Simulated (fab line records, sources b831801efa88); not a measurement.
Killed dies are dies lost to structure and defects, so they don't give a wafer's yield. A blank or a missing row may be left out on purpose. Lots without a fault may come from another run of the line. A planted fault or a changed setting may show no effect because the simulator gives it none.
Which tool did it? | flow gf180mcu | 12 lots, 36 wafers sampled, at 6 steps of a route of 602

WHAT THE GAUGES READ, wafer by wafer
GF_M4_RS_MEAS_05: measures by four-point-probe. Usual: M4_ALCU_RS 0.0692 ohm/sq, standard deviation 0.00072.
lot  | measured     | on            | M4_ALCU_RS (ohm/sq)  | flag
L989 | day 22 15:59 | film_metro-01 | 0.0673 0.0687 0.0678 |
L990 | day 22 16:17 | film_metro-03 | 0.0689 0.0704 0.0695 |
L993 | day 23 23:28 | film_metro-01 | 0.0704 0.0693 0.0692 |
L994 | day 24 08:43 | film_metro-03 | 0.0693 0.0696 0.0691 |
L995 | day 24 23:29 | film_metro-01 | 0.0686 0.0691 0.0688 |
L100 | day 26 06:40 | film_metro-01 | 0.0700 0.0698 0.0696 |
L103 | day 27 06:48 | film_metro-03 | 0.0699 0.0697 0.0698 |
L104 | day 27 15:03 | film_metro-03 | 0.0701 0.0704 0.0697 |
L105 | day 27 20:38 | film_metro-04 | 0.0690 0.0688 0.0692 |
L107 | day 28 07:11 | film_metro-01 | 0.0701 0.0687 0.0696 |
L109 | day 29 01:42 | film_metro-01 | 0.0698 0.0696 0.0689 |
L112 | day 30 01:40 | film_metro-04 | 0.0689 0.0690 0.0688 |

GF_M4_THK_MEAS_06: measures by xrf. Usual: M4_ALCU_THK 448 nm, standard deviation 5.
lot  | measured     | on            | M4_ALCU_THK (nm) | flag
L989 | day 22 16:06 | film_metro-01 | 462 450 457      |
L990 | day 22 16:25 | film_metro-03 | 452 442 446      |
L993 | day 23 23:35 | film_metro-01 | 445 447 450      |
L994 | day 24 08:50 | film_metro-03 | 448 446 451      |
L995 | day 24 23:35 | film_metro-01 | 456 453 454      |
L100 | day 26 06:46 | film_metro-01 | 441 446 446      |
L103 | day 27 06:55 | film_metro-03 | 446 450 448      |
L104 | day 27 15:09 | film_metro-03 | 445 444 446      |
L105 | day 27 20:45 | film_metro-04 | 450 447 445      |
L107 | day 28 07:18 | film_metro-01 | 445 454 448      |
L109 | day 29 01:49 | film_metro-01 | 449 447 453      |
L112 | day 30 01:47 | film_metro-04 | 449 449 452      |

GF_M4_CD_MEAS_14: target cd 280 nm. Usual: cd_nm 279.9 nm, standard deviation 1.1.
lot  | measured     | on        | cd_nm (nm)        | flag
L989 | day 23 14:55 | cd_sem-02 | 279.2 278.7 280.7 |
L990 | day 23 15:16 | cd_sem-01 | 277.8 278.0 277.7 |
L993 | day 24 21:46 | cd_sem-01 | 278.8 278.0 278.4 |
L994 | day 25 06:34 | cd_sem-02 | 280.3 279.4 281.3 |
L995 | day 25 20:34 | cd_sem-01 | 281.2 279.8 280.6 |
L100 | day 27 03:20 | cd_sem-01 | 280.0 280.3 281.4 |
L103 | day 28 03:04 | cd_sem-01 | 281.4 279.7 280.9 |
L104 | day 28 10:52 | cd_sem-02 | 281.5 281.8 280.2 |
L105 | day 28 16:22 | cd_sem-01 | 279.2 279.2 278.6 |
L107 | day 29 02:31 | cd_sem-02 | 278.4 278.5 278.5 |
L109 | day 29 20:47 | cd_sem-01 | 279.9 279.8 279.8 |
L112 | day 30 20:10 | cd_sem-02 | 278.1 278.8 279.0 |

GF_V4_THK_MEAS_01. Usual: V4_CVD_00_THK 599 nm, standard deviation 5.9.
lot  | measured     | on            | V4_CVD_00_THK (nm) | flag
L989 | day 23 15:57 | film_metro-04 | 597 597 596        |
L990 | day 23 16:09 | film_metro-02 | 593 599 599        |
L993 | day 24 22:56 | film_metro-03 | 1195 1190 1197     | OFF
L994 | day 25 07:52 | film_metro-03 | 598 599 608        |
L995 | day 25 21:41 | film_metro-03 | 1208 1211 1213     | OFF
L100 | day 27 04:32 | film_metro-04 | 1204 1208 1208     | OFF
L103 | day 28 03:57 | film_metro-02 | 601 604 600        |
L104 | day 28 11:43 | film_metro-04 | 597 601 595        |
L105 | day 28 17:20 | film_metro-03 | 597 611 594        |
L107 | day 29 03:23 | film_metro-04 | 595 593 599        |
L109 | day 29 21:40 | film_metro-04 | 596 595 602        |
L112 | day 30 21:04 | film_metro-03 | 602 598 608        |

GF_V4_BOW_MEAS_05. Usual: V4_BOW 136 um, standard deviation 9.
lot  | measured     | on            | V4_BOW (um) | flag
L989 | day 23 16:26 | film_metro-03 | 137 147 142 |
L990 | day 23 16:38 | film_metro-04 | 115 122 116 |
L993 | day 24 23:50 | film_metro-03 | 158 161 160 |
L994 | day 25 08:22 | film_metro-03 | 134 132 143 |
L995 | day 25 22:11 | film_metro-03 | 157 171 168 | OFF
L100 | day 27 05:02 | film_metro-03 | 181 174 174 | OFF
L103 | day 28 04:38 | film_metro-02 | 129 145 129 |
L104 | day 28 12:14 | film_metro-03 | 140 148 143 |
L105 | day 28 17:50 | film_metro-02 | 116 134 136 |
L107 | day 29 03:53 | film_metro-03 | 147 147 132 |
L109 | day 29 22:09 | film_metro-03 | 126 141 135 |
L112 | day 30 21:37 | film_metro-04 | 134 135 136 |

WHICH TOOL RAN EACH LOT (tool, then ch and the chambers of the sampled wafers, then the start)
lot  | GF_V4_CVD_00
L989 | hdpcvd-02 ch 0,1,2, day 23 15:53
L990 | hdpcvd-02 ch 0,1,2, day 23 16:05
L993 | hdpcvd-01 ch 0,1, day 24 22:38
L994 | hdpcvd-02 ch 0,2, day 25 07:46
L995 | hdpcvd-02 ch 0,1,2, day 25 21:21
L100 | hdpcvd-02 ch 0,1,2, day 27 04:13
L103 | hdpcvd-01 ch 1,2, day 28 03:53
L104 | hdpcvd-01 ch 0,1,2, day 28 11:38
L105 | hdpcvd-01 ch 0,1,2, day 28 17:10
L107 | hdpcvd-02 ch 0,1,2, day 29 03:19
L109 | hdpcvd-02 ch 0,1, day 29 21:35
L112 | hdpcvd-01 ch 0,2, day 30 21:00
- GF_V4_CVD_00: deposits SiO2, target thk 600 nm, time 100 s.

WHAT THE TOOLS THEMSELVES READ (means of the sampled wafers that have a number; where no wafer has one, the mark that the record gives instead)
GF_V4_CVD_00. Usual: sih4_flow_sccm 59.99 sccm, standard deviation 0.17.
lot  | tool      | sih4_flow_sccm (sccm) | flag
L989 | hdpcvd-02 | 59.84                 |
L990 | hdpcvd-02 | 60.10                 |
L993 | hdpcvd-01 | 59.90                 |
L994 | hdpcvd-02 | 59.92                 |
L995 | hdpcvd-02 | 60.05                 |
L100 | hdpcvd-02 | 60.05                 |
L103 | hdpcvd-01 | 60.06                 |
L104 | hdpcvd-01 | 60.01                 |
L105 | hdpcvd-01 | 59.97                 |
L107 | hdpcvd-02 | 59.85                 |
L109 | hdpcvd-02 | 60.12                 |
L112 | hdpcvd-01 | 60.22                 |

THE ANSWER, worked out from the rows above alone
Rule: a lot is off if the mean of its wafers that have a number lies more than 3 standard deviations from the usual mean. A lot without any number at a reading at which 4 lots or more have one is off too. The other lots that the step has rows for count as sound. The gauges are gone through in route order, then the tools' own readings, and for those a lot's mean is taken as printed above. The first step at which some lot is off is used, and at that step the reading that is off furthest; a lot without a number counts as furthest.
Off: L993, L995, L100, at GF_V4_THK_MEAS_01 (V4_CVD_00_THK).
A tool fits if, at a process step before that reading, it ran every lot that is off, and no sound lot after the first of them. The gauges at GF_V4_THK_MEAS_01 are tried like those tools. None of those tried fits.

WHAT THE SIMULATOR HAD PUT IN
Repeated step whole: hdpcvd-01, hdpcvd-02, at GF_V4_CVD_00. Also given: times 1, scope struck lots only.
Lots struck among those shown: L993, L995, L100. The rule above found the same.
